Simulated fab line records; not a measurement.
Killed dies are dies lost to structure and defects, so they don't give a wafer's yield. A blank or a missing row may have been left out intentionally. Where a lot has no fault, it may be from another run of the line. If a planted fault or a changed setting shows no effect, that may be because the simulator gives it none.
Comparing a struck lot with a sound one ; flow sky130 ; 35 steps out of a route of 708
Sound: these wafers, L103.1, L103.2, L103.4. Wafers struck: L115.2, L115.4, L115.6. The cause is named last.
For every step that has rows: the tool of each side, followed by ch and its chambers, followed by its first start. Under that, the readings that differ: sound wafers ; struck wafers ; difference of the means ; sigmas: that difference in standard deviations of wafers without a fault.
alike: readings with means less than 2 such deviations apart, plus words and numbers identical on both sides. not compared: withheld readings, readings lacking a value on some wafer, bounds such as >300 that could conceal the same value, and numbers that have no deviation in the record and whose values overlap.
Wherever a step has rows on one side only, a row that says differs or no value, or a row with sigmas, the two part there. Numbers that don't overlap but have no deviation are shown without sigmas and don't part them. A reading that every wafer of one side lacks parts them only if that side has two wafers or more.

SKY_SD_P_CD_MEAS_07 targets a cd of 380 nm.
  sound on cd sem-01 at day 28 15:48; struck on cd sem-02 at day 33 08:52
  alike: cd nm
SKY_SD_P_OVL_MEAS_08:
  sound on overlay-02 at day 28 15:55; struck on overlay-02 at day 33 08:58
reading;sound;struck;difference;sigmas
SD_P_OVL (nm);2.5 3.3 1.8;-1.9 -3.0 -0.9;-4.5;-3
next, for these wafers, 1 step has no rows: SKY_SD_P_IMPLANT_09.
SKY_SD_P_STRIP_10: strips in O2/N2.
  sound on plasma asher-03 ch 0,1, day 28 16:06; struck on plasma asher-01 ch 0,1, day 33 09:09
  alike: drypump motor current A, oes product au, strip time to endpoint s
  not compared: rf hours counter h
SKY_SD_P_TW_MEAS_11:
  sound on film metro-01 at day 28 16:12; struck on film metro-03 at day 33 09:16
  alike: SD_P_TW
then, 7 steps without rows for these wafers: SKY_RES_XHIGH_DEHYDRATE_00 (time 60 s); SKY_RES_XHIGH_HMDS_01 (prime time 60 s); SKY_RES_XHIGH_COAT_02 (resist thk 1140 nm); SKY_RES_XHIGH_SOFTBAKE_03 (time 60 s); SKY_RES_XHIGH_EXPOSE_04 (exposes mask URPM, target cd 1270 nm); SKY_RES_XHIGH_PEB_05; SKY_RES_XHIGH_DEVELOP_06 (develop time 60 s).
SKY_RES_XHIGH_IMPLANT_07:
  sound on implanter-02 ch 0, day 29 19:59; struck on implanter-03 ch 0, day 34 09:58
reading;sound;struck;difference;sigmas
beam on s (s);44 44 44;10 10 10;-34;-5
dose ions cm2;3.599e+14 3.599e+14 3.6e+14;8.58e+13 8.59e+13 8.59e+13;-2.74e+14;-99 or more
SKY_RES_XHIGH_STRIP_08: strips in O2/N2.
  sound on plasma asher-04 ch 0,1, day 29 20:08; struck on plasma asher-02 ch 0,1, day 34 10:05
  alike: drypump motor current A, oes product au, strip time to endpoint s
  not compared: rf hours counter h
SKY_RES_XHIGH_TW_MEAS_09:
  sound on film metro-03 at day 29 20:14; struck on film metro-03 at day 34 10:12
reading;sound;struck;difference;sigmas
RES_XHIGH_TW;1655 1661 1657;1059 1068 1069;-592;-37
then, 7 steps without rows for these wafers: SKY_SD_N_DEHYDRATE_00 (time 60 s); SKY_SD_N_HMDS_01 (prime time 60 s); SKY_SD_N_COAT_02 (resist thk 1140 nm); SKY_SD_N_SOFTBAKE_03 (time 60 s); SKY_SD_N_EXPOSE_04 (exposes mask NSDM, target cd 380 nm); SKY_SD_N_PEB_05; SKY_SD_N_DEVELOP_06 (develop time 60 s).
SKY_SD_N_CD_MEAS_07 targets a cd of 380 nm.
  sound on cd sem-01 at day 30 22:06; struck on cd sem-01 at day 35 11:46
  alike: cd nm
SKY_SD_N_OVL_MEAS_08:
  sound on overlay-02 at day 30 22:13; struck on overlay-02 at day 35 11:52
  alike: SD_N_OVL
then, 2 steps without rows for these wafers: SKY_SD_N_IMPLANT_09; SKY_SD_N_IMPLANT_10.
SKY_SD_N_STRIP_11: strips in O2/N2.
  sound on plasma asher-02 ch 0,1, day 30 22:33; struck on plasma asher-01 ch 1, day 35 12:11
  alike: drypump motor current A, oes product au, strip time to endpoint s
  not compared: rf hours counter h
SKY_SD_N_TW_MEAS_12:
  sound on film metro-01 at day 30 22:39; struck on film metro-01 at day 35 12:18
  alike: SD_N_TW
then, 1 step without rows for these wafers: SKY_SD_N_CLEAN_13 (cleans in SC1/SC2, time 150 s).
SKY_SD_N_RTA_14: time 2 s.
  sound on rtp anneal-02 ch 0, day 30 22:46; struck on rtp anneal-01 ch 0, day 35 12:25
  alike: lamp power pct, wafer_temp_C_max
SKY_SD_N_RS_MEAS_16: a four-point-probe measurement.
  sound on film metro-02 at day 30 22:56; struck on film metro-02 at day 35 12:36
  alike: SD_N_RS
SKY_SD_N_RS_MEAS_17: a four-point-probe measurement.
  sound on film metro-02 at day 30 23:04; struck on film metro-02 at day 35 12:43
  alike: SD_P_RS
SKY_SD_N_RS_MEAS_18: a four-point-probe measurement.
  sound on film metro-02 at day 30 23:11; struck on film metro-02 at day 35 12:50
reading;sound;struck;difference;sigmas
RES_XHIGH_RS (ohm/sq);333.9 333.4 333.1;1045.9 1028.6 1036.2;+703.4;+99 or more
then, 1 step without rows for these wafers: SKY_SALICIDE_CLEAN_00 (cleans in HF-last, time 30 s).
-- the record jumps here: 15 days lie between the struck wafers' starts before and after (it left off in module SALICIDE and takes up again in module PAD_OPEN, whose first step shown is number 708 of the route) --
SKY_PAD_OPEN_PROBE_99:
  sound on prober-02 at day 47 19:39; struck on prober-01 at day 50 21:22
reading;sound;struck;difference;sigmas
model.etest.res xhigh po.open;0 0 0;1 1 1;+1;
  alike: killed_at_M0_to_M3, killed_at_M4_up, killed at contacts, killed at front end, killed at other, killed dies, killed open, killed short

== WHERE THEY PART ==
Last at SKY_SD_N_RS_MEAS_18 as far as this record goes, first at SKY_SD_P_OVL_MEAS_08. Later steps at which nothing parts them and some readings are alike: SKY_PAD_OPEN_PROBE_99.

WHY: what had been put in by the simulator
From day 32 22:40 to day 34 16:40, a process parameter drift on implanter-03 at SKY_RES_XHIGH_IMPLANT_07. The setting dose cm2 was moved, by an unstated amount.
